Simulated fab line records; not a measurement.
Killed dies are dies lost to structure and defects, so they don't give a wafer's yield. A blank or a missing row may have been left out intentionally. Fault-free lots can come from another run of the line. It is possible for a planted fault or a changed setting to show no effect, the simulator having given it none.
Which tool is to blame?    flow gf180mcu    12 lots with 36 wafers sampled at 5 steps, on a route of 602 steps

## WHAT EACH GAUGE READ, for each wafer
GF_STI_CD_MEAS_12: target cd 220 nm.
lot   measured     on         cd-nm (nm)
L155  day 2 00:40  cd-sem-01  219.8 219.9 219.1
L156  day 2 08:11  cd-sem-01  219.8 220.5 220.1
L157  day 2 11:39  cd-sem-01  220.7 220.3 221.8
L158  day 2 16:29  cd-sem-01  219.7 220.6 220.0
L159  day 2 22:33  cd-sem-01  220.4 221.1 220.2
L160  day 3 04:05  cd-sem-02  220.8 221.4 220.4
L163  day 3 18:49  cd-sem-02  219.3 219.8 218.1
L164  day 3 23:31  cd-sem-01  218.3 218.4 218.7
L166  day 4 10:03  cd-sem-02  219.2 220.1 219.6
L170  day 5 06:32  cd-sem-02  219.6 217.9 219.2
L171  day 5 11:37  cd-sem-02  217.8 216.5 216.8
L177  day 6 19:10  cd-sem-01  221.5 222.2 220.7

GF_VT_IMPLANT_OVL_MEAS_40.
lot   measured      on          VT_IMPLANT_03_OVL (nm)
L155  day 7 13:30   overlay-02  3.0 1.7 2.4
L156  day 7 22:46   overlay-02  0.7 1.0 2.1
L157  day 8 01:39   overlay-02  0.3 1.3 0.4
L158  day 8 07:31   overlay-01  -0.4 0.8 2.0
L159  day 8 15:16   overlay-01  -0.2 1.9 1.4
L160  day 8 23:19   overlay-01  -1.3 0.3 0.3
L163  day 9 18:34   overlay-02  5.1 2.7 2.9
L164  day 10 01:33  overlay-01  -0.4 -0.6 0.1
L166  day 10 13:46  overlay-01  1.0 -0.9 -0.7
L170  day 11 17:58  overlay-02  1.7 1.0 1.7
L171  day 12 01:49  overlay-02  0.8 0.5 0.8
L177  day 13 17:03  overlay-02  3.9 2.6 0.5

GF_POLY_GATE_CD_MEAS_18.
lot   measured      on         cd-nm (nm)
L155  day 9 08:26   cd-sem-02  277.7 278.0 281.0
L156  day 9 17:21   cd-sem-02  282.6 282.6 283.5
L157  day 9 20:38   cd-sem-01  278.9 280.4 281.6
L158  day 10 01:51  cd-sem-01  279.6 279.4 278.4
L159  day 10 09:54  cd-sem-01  279.4 279.1 277.0
L160  day 10 18:31  cd-sem-01  277.5 277.2 277.1
L163  day 11 16:01  cd-sem-01  280.9 280.9 281.8
L164  day 11 22:47  cd-sem-02  280.4 280.3 281.4
L166  day 12 11:07  cd-sem-02  280.3 281.9 281.5
L170  day 13 18:46  cd-sem-01  279.8 280.4 278.6
L171  day 14 02:49  cd-sem-02  277.1 276.9 277.0
L177  day 15 18:41  cd-sem-02  281.4 280.4 279.4

## TOOL THAT RAN EACH LOT (tool first, then ch and the chambers of the sampled wafers, then the start)
lot   GF_NWELL_STRIP_10                    GF_LVPWELL_STRIP_10
L155  plasma-asher-03 ch 0,1, day 3 06:23  plasma-asher-04 ch 0,1, day 3 20:35
L156  plasma-asher-02 ch 0,1, day 3 15:08  plasma-asher-04 ch 0,1, day 4 04:46
L157  plasma-asher-04 ch 0,1, day 3 18:17  plasma-asher-04 ch 0,1, day 4 07:44
L158  plasma-asher-03 ch 0,1, day 3 23:20  plasma-asher-04 ch 0,1, day 4 13:14
L159  plasma-asher-03 ch 0,1, day 4 05:07  plasma-asher-02 ch 0,1, day 4 18:34
L160  plasma-asher-03 ch 0,1, day 4 11:35  plasma-asher-02 ch 0,1, day 5 01:20
L163  plasma-asher-02 ch 0,1, day 5 02:40  plasma-asher-01 ch 0,1, day 5 17:32
L164  plasma-asher-04 ch 0,1, day 5 08:26  plasma-asher-01 ch 0,1, day 5 23:17
L166  plasma-asher-04 ch 0,1, day 5 18:47  plasma-asher-01 ch 0,1, day 6 09:34
L170  plasma-asher-04 ch 0,1, day 6 17:37  plasma-asher-04 ch 0,1, day 7 09:14
L171  plasma-asher-04 ch 0,1, day 6 23:35  plasma-asher-01 ch 0,1, day 7 15:31
L177  plasma-asher-03 ch 0,1, day 8 07:32  plasma-asher-04 ch 0,1, day 9 00:19
- GF_NWELL_STRIP_10: strips in O2/N2.
- GF_LVPWELL_STRIP_10: strips in O2/N2.

## AS READ BY THE TOOLS THEMSELVES (means over the sampled wafers that have a number; for cases with no such wafer, the mark the record gives instead)
GF_NWELL_STRIP_10.
lot   tool             drypump-motor-current-A (A)  heater-power-w (W)  o2-flow-sccm (sccm)  oes-product-au (a.u.)  strip-time-to-endpoint-s (s)
L155  plasma-asher-03  5.85                         346                 3007                 0.725                  37.00
L156  plasma-asher-02  5.74                         341                 2997                 0.723                  36.88
L157  plasma-asher-04  5.78                         342                 3003                 0.718                  36.90
L158  plasma-asher-03  5.67                         330                 3006                 0.719                  36.97
L159  plasma-asher-03  5.65                         335                 2989                 0.719                  36.79
L160  plasma-asher-03  5.85                         348                 2997                 0.721                  37.03
L163  plasma-asher-02  5.73                         335                 3006                 0.719                  36.99
L164  plasma-asher-04  5.86                         330                 2994                 0.721                  36.91
L166  plasma-asher-04  5.87                         332                 3006                 0.719                  36.95
L170  plasma-asher-04  5.80                         337                 2992                 0.720                  37.07
L171  plasma-asher-04  5.86                         330                 3003                 0.970                  -
L177  plasma-asher-03  5.84                         345                 2999                 0.719                  37.00

GF_LVPWELL_STRIP_10.
lot   tool             drypump-motor-current-A (A)  heater-power-w (W)  o2-flow-sccm (sccm)  oes-product-au (a.u.)  strip-time-to-endpoint-s (s)
L155  plasma-asher-04  5.85                         327                 3003                 0.722                  36.84
L156  plasma-asher-04  5.81                         336                 2993                 0.720                  37.08
L157  plasma-asher-04  5.85                         330                 3000                 0.726                  36.92
L158  plasma-asher-04  5.88                         332                 3000                 0.724                  37.08
L159  plasma-asher-02  5.75                         339                 2989                 0.722                  36.97
L160  plasma-asher-02  5.96                         355                 3006                 0.719                  36.91
L163  plasma-asher-01  5.59                         362                 3008                 0.723                  37.02
L164  plasma-asher-01  5.59                         362                 3001                 0.724                  36.96
L166  plasma-asher-01  5.63                         366                 2992                 0.726                  37.15
L170  plasma-asher-04  5.86                         330                 3003                 0.724                  36.93
L171  plasma-asher-01  5.63                         361                 2997                 0.725                  38.64
L177  plasma-asher-04  5.81                         339                 2994                 0.721                  36.92

## THE ANSWER, worked out from the rows above alone
Rule: the usual values come from the lots themselves. The widest of any qualifying gaps counts: lots, ordered by their means at a reading, are off when they make up no more than a third of the lots, leave a main group of 4 or more, and stand apart from it by 3 or more times the standard deviation of that group's means. The tables above print the reading to a certain number of digits; a main group whose means all agree to those digits is not used. A lot without any number at a reading at which 4 lots or more have one is off too. Any other lot the step has rows for is counted as sound. The gauges are gone through in route order, then the tools' own readings, and for those a lot's mean is taken as printed above. At the first step where some lot is off, the reading lying furthest off is the one used; lots without a number count as furthest.
Off: L171 (GF_NWELL_STRIP_10, strip-time-to-endpoint-s). Without a number there: L171. Main group: mean 36.95 s, sd 0.075.
If a tool, at that step or one of the process steps before it, ran each lot that is off and ran no sound lot following the first of them, it fits. One fits: GF_NWELL_STRIP_10 on plasma-asher-04. A fault onset in the window from L170 (day 6 17:37, its last sound lot) to L171 (day 6 23:35, its first lot off) fits.
The tool's own readings at GF_NWELL_STRIP_10 bear it out: on the lots that are off they differ by more than 5 times the standard deviation of the sound lots' means. oes-product-au reads 0.970 a.u. there against 0.720 a.u. on the sound lots.
Blank at GF_NWELL_STRIP_10 on the lots that are off, where sound lots have numbers: strip-time-to-endpoint-s.

## WHAT THE SIMULATOR PUT IN
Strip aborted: plasma-asher-04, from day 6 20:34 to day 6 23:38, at GF_NWELL_STRIP_10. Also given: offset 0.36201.
Struck lots among those shown: L171. The rule given above showed the same thing.
